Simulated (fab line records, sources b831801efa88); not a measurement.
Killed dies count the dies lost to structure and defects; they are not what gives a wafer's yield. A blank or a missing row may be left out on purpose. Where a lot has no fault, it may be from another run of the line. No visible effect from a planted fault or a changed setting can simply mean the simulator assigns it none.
Code-filled problem report in 8D (eight disciplines) form :: flow gf180mcu :: the parts of the form that need people (team, actions taken, sign-off) are left out

## 1. PROBLEM STATEMENT
At GF_V2_CVD_23, chamberPressureTorr averages 41.57 Torr over 9 wafers from 3 lots, while fault-free wafers read 40.02 Torr, standard deviation 0.079. Relative to the usual mean, that is a shift of +20 standard deviations.
The step: deposits W, target thk 350 nm, time 104.94 s.
First seen on wafer L280.1, day 27 06:01, on cvdW-01. The record holds 42 wafers of 14 lots with a number at this step. By rule, "out" or "out of limits" means more than 4 standard deviations away from the usual mean. The other wafers with a number count as sound.

## 2. WHAT IT IS; WHAT IT IS NOT
question: which readings at this step
is: chamberPressureTorr
is not: heaterPowerW

question: which lots
is: L280, L281, L283
is not: L262, L263, L264, L265, L267, L268, L271, L273, L274, L275, L278

question: which wafers of those lots
is: all that have a number
is not: -

question: read on which tools
is: cvdW-01
is not: cvdW-02

question: when
is: from day 27 06:01
is not: up to then (33 sound wafers)

## 3. SUSPECTS, AND WHAT RULES EACH OUT
Counting: a tool at any process step up to the reading remains a suspect when it ran all the lots that are out and ran no sound lot after the first of those.
- cvdW-01 at GF_V2_CVD_23 (deposits W, target thk 350 nm, time 104.94 s): kept. It ran every lot that is out, first L280 (day 27 06:01), and no sound lot after that; its last sound lot up to then is L278 (day 26 22:28). Its own chamberPressureTorr readings are out on those wafers.
Left after counting: cvdW-01 at GF_V2_CVD_23.

## 4. THE CAUSE (what the simulator had put in)
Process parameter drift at GF_V2_CVD_23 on cvdW-01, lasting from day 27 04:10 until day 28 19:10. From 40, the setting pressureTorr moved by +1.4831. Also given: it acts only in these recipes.
Only this tool survived the counting.

## 5. SEQUENCE OF EFFECTS, ordered by route
Each row: a reading where the mean over the struck wafers with a number is more than 3 standard deviations away from the usual. Readings are gone through only where the record gives a usual standard deviation; hours: the median, over the lots, of the time from a lot's start at the first step in this table giving one to that lot's start at this step; sigmas: the change measured in usual standard deviations.
hours: 0
step: GF_V2_CVD_23
reading: chamberPressureTorr
usual: 40.02 Torr
on struck wafers: 41.57
change: +1.55
sigmas: +20
Process steps it contains:
- GF_V2_CVD_23: deposits W, target thk 350 nm, time 104.94 s.
Later steps that measure or inspect, where all struck wafers having a row at the step show a number for every such reading and not one has moved that far: GF_V2_THK_MEAS_25.

## 6. WHAT WOULD HAVE CAUGHT IT SOONER
In this record the first reading out of limits was taken at day 27 06:01, 2 hours after the fault began at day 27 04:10.
